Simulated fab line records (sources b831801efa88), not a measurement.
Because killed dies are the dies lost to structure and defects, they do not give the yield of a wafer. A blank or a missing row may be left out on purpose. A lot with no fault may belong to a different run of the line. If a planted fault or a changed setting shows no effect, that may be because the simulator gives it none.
Chamber matching :: flow gf180mcu :: GF_MIM_CVD_05 on pecvd-04 has 3 sister chambers
The step deposits Si3N4, target thk 42 nm, time 29.086 s. 3 wafers are shown with their chamber, then 6 later ones without.

WAFERS, EACH WITH ITS CHAMBER
wafer: L655.1
chamber: 0
heaterPowerW (W): 683

wafer: L655.2
chamber: 1
heaterPowerW (W): 688

wafer: L655.5
chamber: 2
heaterPowerW (W): 490

WAFERS WITH NO CHAMBER GIVEN
wafer: L656.1
heaterPowerW (W): 519

wafer: L656.4
heaterPowerW (W): 513

wafer: L656.5
heaterPowerW (W): 715

wafer: L658.1
heaterPowerW (W): 602

wafer: L658.4
heaterPowerW (W): 703

wafer: L658.5
heaterPowerW (W): 609

THE CHAMBER EACH PASSED THROUGH
wafer: L656.1
from the rows above: 2
in truth: 2

wafer: L656.4
from the rows above: 2
in truth: 2

wafer: L656.5
from the rows above: can't be placed: 1 or 0
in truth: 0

wafer: L658.1
from the rows above: can't be placed: 0 or 1 or 2
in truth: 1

wafer: L658.4
from the rows above: can't be placed: 1 or 0
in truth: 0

wafer: L658.5
from the rows above: can't be placed: 0 or 1 or 2
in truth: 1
2 of 6 placed correctly. Can't be placed from these rows: 4 (the true chamber is among the candidates in 4). Number placed wrongly: 0.
How it was worked out, from the rows above alone: a wafer's distance from a chamber is the root of the sum, over the readings, of the square of ((its reading less the chamber's mean) divided by the reading's scatter). If the next closest chamber is less than 2 further off than the closest, the wafer can't be placed; otherwise it belongs to the closest. For every chamber, the mean is computed from those of its wafers that are shown. The scatter (one wafer shown for each chamber): square how far every hidden wafer sits from the nearest shown wafer, average those squares and take the square root.
